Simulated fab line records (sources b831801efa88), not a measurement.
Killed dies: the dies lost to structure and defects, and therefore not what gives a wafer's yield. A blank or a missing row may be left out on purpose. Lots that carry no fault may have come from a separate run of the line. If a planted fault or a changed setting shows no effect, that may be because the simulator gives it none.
Which tool did it? || flow sky130 || Sampling: 15 lots, 44 wafers, 5 of 708 route steps

WHAT THE GAUGES SHOWED, per wafer
SKY_VT_ADJUST_LVTN_OVL_MEAS_18.
{"lot": "L818", "measured": "day 8 19:00", "on": "overlay-02", "VT_ADJUST_LVTN_01_OVL (nm)": "2.5 1.2 0.8"}
{"lot": "L817", "measured": "day 8 19:39", "on": "overlay-01", "VT_ADJUST_LVTN_01_OVL (nm)": "3.2 0.1 1.3"}
{"lot": "L820", "measured": "day 9 12:00", "on": "overlay-01", "VT_ADJUST_LVTN_01_OVL (nm)": "0.2 0.3 2.0"}
{"lot": "L819", "measured": "day 9 15:33", "on": "overlay-01", "VT_ADJUST_LVTN_01_OVL (nm)": "4.2 3.2 2.7"}
{"lot": "L822", "measured": "day 10 03:12", "on": "overlay-02", "VT_ADJUST_LVTN_01_OVL (nm)": "2.7 1.5 3.0"}
{"lot": "L821", "measured": "day 10 03:30", "on": "overlay-02", "VT_ADJUST_LVTN_01_OVL (nm)": "0.7 0.9 1.5"}
{"lot": "L823", "measured": "day 10 15:30", "on": "overlay-02", "VT_ADJUST_LVTN_01_OVL (nm)": "2.0 0.0 0.2"}
{"lot": "L826", "measured": "day 10 22:13", "on": "overlay-02", "VT_ADJUST_LVTN_01_OVL (nm)": "0.6 -1.3 1.2"}
{"lot": "L825", "measured": "day 11 01:31", "on": "overlay-02", "VT_ADJUST_LVTN_01_OVL (nm)": "-0.4 -0.7 1.1"}
{"lot": "L828", "measured": "day 11 08:13", "on": "overlay-01", "VT_ADJUST_LVTN_01_OVL (nm)": "1.5 0.6 1.9"}
{"lot": "L830", "measured": "day 11 10:00", "on": "overlay-02", "VT_ADJUST_LVTN_01_OVL (nm)": "3.2 1.3 2.7"}
{"lot": "L829", "measured": "day 11 11:46", "on": "overlay-02", "VT_ADJUST_LVTN_01_OVL (nm)": "1.2 0.5"}
{"lot": "L835", "measured": "day 13 00:54", "on": "overlay-01", "VT_ADJUST_LVTN_01_OVL (nm)": "0.0 3.5 1.1"}
{"lot": "L839", "measured": "day 14 00:27", "on": "overlay-02", "VT_ADJUST_LVTN_01_OVL (nm)": "0.2 -1.4 0.1"}
{"lot": "L840", "measured": "day 14 08:18", "on": "overlay-02", "VT_ADJUST_LVTN_01_OVL (nm)": "-1.1 0.3 0.7"}

SKY_VT_ADJUST_LVTN_TW_MEAS_21.
{"lot": "L818", "measured": "day 8 19:17", "on": "film_metro-01", "VT_ADJUST_LVTN_2_TW": "190.0 189.5 190.0"}
{"lot": "L817", "measured": "day 8 19:56", "on": "film_metro-04", "VT_ADJUST_LVTN_2_TW": "191.6 190.1 191.5"}
{"lot": "L820", "measured": "day 9 12:17", "on": "film_metro-02", "VT_ADJUST_LVTN_2_TW": "187.0 188.2 187.0"}
{"lot": "L819", "measured": "day 9 15:50", "on": "film_metro-01", "VT_ADJUST_LVTN_2_TW": "189.5 191.3 190.8"}
{"lot": "L822", "measured": "day 10 03:29", "on": "film_metro-02", "VT_ADJUST_LVTN_2_TW": "187.6 188.2 187.8"}
{"lot": "L821", "measured": "day 10 03:47", "on": "film_metro-01", "VT_ADJUST_LVTN_2_TW": "189.1 188.7 189.0"}
{"lot": "L823", "measured": "day 10 15:47", "on": "film_metro-04", "VT_ADJUST_LVTN_2_TW": "192.7 192.1 193.5"}
{"lot": "L826", "measured": "day 10 22:31", "on": "film_metro-04", "VT_ADJUST_LVTN_2_TW": "191.3 191.6 191.5"}
{"lot": "L825", "measured": "day 11 01:48", "on": "film_metro-01", "VT_ADJUST_LVTN_2_TW": "190.0 189.5 189.8"}
{"lot": "L828", "measured": "day 11 08:30", "on": "film_metro-01", "VT_ADJUST_LVTN_2_TW": "189.6 189.6 189.2"}
{"lot": "L830", "measured": "day 11 10:17", "on": "film_metro-04", "VT_ADJUST_LVTN_2_TW": "191.9 192.3 191.7"}
{"lot": "L829", "measured": "day 11 12:03", "on": "film_metro-04", "VT_ADJUST_LVTN_2_TW": "192.6 193.3"}
{"lot": "L835", "measured": "day 13 01:11", "on": "film_metro-04", "VT_ADJUST_LVTN_2_TW": "188.1 188.3 187.9"}
{"lot": "L839", "measured": "day 14 00:44", "on": "film_metro-02", "VT_ADJUST_LVTN_2_TW": "188.0 187.8 188.4"}
{"lot": "L840", "measured": "day 14 08:35", "on": "film_metro-02", "VT_ADJUST_LVTN_2_TW": "188.0 188.6 189.3"}

SKY_SONOS_TUNNEL_CD_MEAS_07 targets a cd of 410 nm.
{"lot": "L818", "measured": "day 12 14:27", "on": "cd_sem-01", "cd_nm (nm)": "407.3 407.7 406.5"}
{"lot": "L817", "measured": "day 12 14:45", "on": "cd_sem-01", "cd_nm (nm)": "409.9 412.3 411.2"}
{"lot": "L820", "measured": "day 13 11:34", "on": "cd_sem-02", "cd_nm (nm)": "405.6 406.7 406.5"}
{"lot": "L819", "measured": "day 13 13:48", "on": "cd_sem-02", "cd_nm (nm)": "407.0 409.9 409.3"}
{"lot": "L822", "measured": "day 14 04:24", "on": "cd_sem-01", "cd_nm (nm)": "409.7 410.2 410.0"}
{"lot": "L821", "measured": "day 14 04:39", "on": "cd_sem-02", "cd_nm (nm)": "410.8 410.5 410.7"}
{"lot": "L823", "measured": "day 14 18:22", "on": "cd_sem-01", "cd_nm (nm)": "410.3 408.9 407.7"}
{"lot": "L826", "measured": "day 15 02:26", "on": "cd_sem-01", "cd_nm (nm)": "409.9 409.9 410.5"}
{"lot": "L825", "measured": "day 15 06:49", "on": "cd_sem-02", "cd_nm (nm)": "411.6 411.9 411.8"}
{"lot": "L828", "measured": "day 15 15:02", "on": "cd_sem-01", "cd_nm (nm)": "428.5 409.2 411.3"}
{"lot": "L830", "measured": "day 15 18:37", "on": "cd_sem-01", "cd_nm (nm)": "423.6 410.9 425.0"}
{"lot": "L829", "measured": "day 15 19:30", "on": "cd_sem-01", "cd_nm (nm)": "425.3 405.6"}
{"lot": "L835", "measured": "day 17 13:06", "on": "cd_sem-02", "cd_nm (nm)": "409.4 409.4 408.6"}
{"lot": "L839", "measured": "day 18 16:38", "on": "cd_sem-01", "cd_nm (nm)": "409.0 409.3 410.4"}
{"lot": "L840", "measured": "day 19 01:36", "on": "cd_sem-02", "cd_nm (nm)": "411.4 409.7 409.9"}

SKY_SONOS_ONO_THK_MEAS_05.
{"lot": "L818", "measured": "day 12 18:55", "on": "film_metro-01", "SONOS_ONO_CVD_04_THK (nm)": "5.96 5.89 5.94"}
{"lot": "L817", "measured": "day 12 20:10", "on": "film_metro-01", "SONOS_ONO_CVD_04_THK (nm)": "5.87 5.91 5.78"}
{"lot": "L820", "measured": "day 13 17:51", "on": "film_metro-03", "SONOS_ONO_CVD_04_THK (nm)": "5.78 5.74 5.80"}
{"lot": "L819", "measured": "day 13 19:05", "on": "film_metro-03", "SONOS_ONO_CVD_04_THK (nm)": "5.79 5.71 5.69"}
{"lot": "L822", "measured": "day 14 09:28", "on": "film_metro-04", "SONOS_ONO_CVD_04_THK (nm)": "5.70 5.58 5.56"}
{"lot": "L821", "measured": "day 14 11:20", "on": "film_metro-01", "SONOS_ONO_CVD_04_THK (nm)": "5.72 5.68 5.70"}
{"lot": "L823", "measured": "day 14 23:50", "on": "film_metro-01", "SONOS_ONO_CVD_04_THK (nm)": "5.69 5.62 5.65"}
{"lot": "L826", "measured": "day 15 07:15", "on": "film_metro-03", "SONOS_ONO_CVD_04_THK (nm)": "5.61 5.91 5.74"}
{"lot": "L825", "measured": "day 15 12:47", "on": "film_metro-03", "SONOS_ONO_CVD_04_THK (nm)": "5.82 5.68 5.67"}
{"lot": "L828", "measured": "day 15 20:50", "on": "film_metro-04", "SONOS_ONO_CVD_04_THK (nm)": "5.67 5.71 5.70"}
{"lot": "L830", "measured": "day 16 00:50", "on": "film_metro-01", "SONOS_ONO_CVD_04_THK (nm)": "5.72 5.81 5.89"}
{"lot": "L829", "measured": "day 16 03:05", "on": "film_metro-04", "SONOS_ONO_CVD_04_THK (nm)": "5.77 5.69"}
{"lot": "L835", "measured": "day 18 00:03", "on": "film_metro-01", "SONOS_ONO_CVD_04_THK (nm)": "5.72 5.68 5.74"}
{"lot": "L839", "measured": "day 19 04:50", "on": "film_metro-01", "SONOS_ONO_CVD_04_THK (nm)": "5.75 5.70 5.66"}
{"lot": "L840", "measured": "day 19 11:14", "on": "film_metro-03", "SONOS_ONO_CVD_04_THK (nm)": "5.93 5.71 5.82"}

WHAT TOOL EACH LOT RAN ON (gives the tool, then ch and the chambers of the sampled wafers, and finally the start)
{"lot": "L818", "SKY_SONOS_TUNNEL_EXPOSE_04": "iline_stepper-01 ch 0, day 12 03:15"}
{"lot": "L817", "SKY_SONOS_TUNNEL_EXPOSE_04": "iline_stepper-02 ch 0, day 12 04:05"}
{"lot": "L820", "SKY_SONOS_TUNNEL_EXPOSE_04": "iline_stepper-02 ch 0, day 12 23:10"}
{"lot": "L819", "SKY_SONOS_TUNNEL_EXPOSE_04": "iline_stepper-01 ch 0, day 13 01:56"}
{"lot": "L822", "SKY_SONOS_TUNNEL_EXPOSE_04": "iline_stepper-02 ch 0, day 13 15:17"}
{"lot": "L821", "SKY_SONOS_TUNNEL_EXPOSE_04": "iline_stepper-02 ch 0, day 13 15:24"}
{"lot": "L823", "SKY_SONOS_TUNNEL_EXPOSE_04": "iline_stepper-01 ch 0, day 14 05:22"}
{"lot": "L826", "SKY_SONOS_TUNNEL_EXPOSE_04": "iline_stepper-01 ch 0, day 14 13:43"}
{"lot": "L825", "SKY_SONOS_TUNNEL_EXPOSE_04": "iline_stepper-02 ch 0, day 14 17:06"}
{"lot": "L828", "SKY_SONOS_TUNNEL_EXPOSE_04": "iline_stepper-01 ch 0, day 15 01:07"}
{"lot": "L830", "SKY_SONOS_TUNNEL_EXPOSE_04": "iline_stepper-01 ch 0, day 15 04:30"}
{"lot": "L829", "SKY_SONOS_TUNNEL_EXPOSE_04": "iline_stepper-01 ch 0, day 15 05:54"}
{"lot": "L835", "SKY_SONOS_TUNNEL_EXPOSE_04": "iline_stepper-02 ch 0, day 16 23:32"}
{"lot": "L839", "SKY_SONOS_TUNNEL_EXPOSE_04": "iline_stepper-02 ch 0, day 18 03:38"}
{"lot": "L840", "SKY_SONOS_TUNNEL_EXPOSE_04": "iline_stepper-01 ch 0, day 18 11:14"}
- SKY_SONOS_TUNNEL_EXPOSE_04: exposes mask TUNM, target cd 410 nm.

AS READ BY THE TOOLS THEMSELVES (means over the sampled wafers that have a number; for cases with no such wafer, the mark the record gives instead)
The record holds no such reading with a usual standard deviation.

THE ANSWER, worked out from the rows above alone
Rule: what is usual is taken from the lots themselves. Put in order of their means at a reading, lots are off if they are a third of the lots or fewer, leave a main group of 4 or more, and stand apart from it by a gap of 3 or more times the standard deviation of the main group's means; of several such gaps the widest counts. If all means in a main group match to the digits the tables above print for the reading, that group is not used. A lot without any number at a reading at which 4 lots or more have one is off too. Where the step has rows for the other lots, those lots are counted as sound. The gauges are gone through in route order, then the tools' own readings, and for those a lot's mean is taken as printed above. The first step at which some lot is off is used, and at that step the reading that is off furthest; a lot without a number counts as furthest.
Nothing can be told from this: no lot is off at any reading shown.

WHAT THE SIMULATOR HAD INSERTED
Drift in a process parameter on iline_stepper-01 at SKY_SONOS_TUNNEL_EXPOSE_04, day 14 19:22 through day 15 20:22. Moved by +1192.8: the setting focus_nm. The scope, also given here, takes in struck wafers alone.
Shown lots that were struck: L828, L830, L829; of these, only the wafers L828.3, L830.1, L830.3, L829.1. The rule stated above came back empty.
